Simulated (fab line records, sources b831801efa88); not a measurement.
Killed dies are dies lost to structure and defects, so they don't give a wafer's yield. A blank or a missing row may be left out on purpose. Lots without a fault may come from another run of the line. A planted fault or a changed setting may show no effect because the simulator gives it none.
Which tool did it? | flow sky130 | 7 lots, 21 wafers sampled, at 2 steps of a route of 708

WHAT THE GAUGES READ, wafer by wafer
SKY_LDD_P_CD_MEAS_07: target cd 380 nm.
lot  | measured     | on        | cd_nm (nm)
L494 | day 20 11:44 | cd_sem-02 | 380.3 381.4 380.4
L497 | day 20 14:22 | cd_sem-01 | 380.9 380.7 380.9
L499 | day 21 17:37 | cd_sem-01 | 379.9 379.6 379.4
L502 | day 22 02:50 | cd_sem-02 | 380.7 381.4 381.1
L506 | day 23 20:58 | cd_sem-02 | - - -
L515 | day 27 00:46 | cd_sem-02 | 380.7 380.9 379.3
L516 | day 27 04:46 | cd_sem-02 | 381.1 383.8 381.5

WHICH TOOL RAN EACH LOT (tool, then ch and the chambers of the sampled wafers, then the start)
lot  | SKY_LDD_P_DEVELOP_06
L494 | litho_track-04 ch 0, day 20 11:35
L497 | litho_track-03 ch 0, day 20 14:13
L499 | litho_track-01 ch 0, day 21 17:28
L502 | litho_track-04 ch 0, day 22 02:41
L506 | litho_track-04, day 23 20:50
L515 | litho_track-03 ch 0, day 27 00:37
L516 | litho_track-03 ch 0, day 27 04:37
- SKY_LDD_P_DEVELOP_06: develop time 60 s.

THE ANSWER, worked out from the rows above alone
Rule: what is usual is taken from the lots themselves. Put in order of their means at a reading, lots are off if they are a third of the lots or fewer, leave a main group of 4 or more, and stand apart from it by a gap of 3 or more times the standard deviation of the main group's means; of several such gaps the widest counts. A main group whose means are all the same, to the digits that the tables above print for the reading, isn't used. A lot without any number at a reading at which 4 lots or more have one is off too. The other lots that the step has rows for count as sound.
Off: L506, at SKY_LDD_P_CD_MEAS_07 (cd_nm). Without a number there: L506. The main group: mean 380.8 nm, standard deviation 0.76.
A tool fits if, at a process step before that reading, it ran every lot that is off, and no sound lot after the first of them. The gauges at SKY_LDD_P_CD_MEAS_07 are tried like those tools. One fits: litho_track-04 at SKY_LDD_P_DEVELOP_06. Its last sound lot is L502 (day 22 02:41), its first lot that is off L506 (day 23 20:50): a fault that began between those two fits.

WHAT THE SIMULATOR HAD PUT IN
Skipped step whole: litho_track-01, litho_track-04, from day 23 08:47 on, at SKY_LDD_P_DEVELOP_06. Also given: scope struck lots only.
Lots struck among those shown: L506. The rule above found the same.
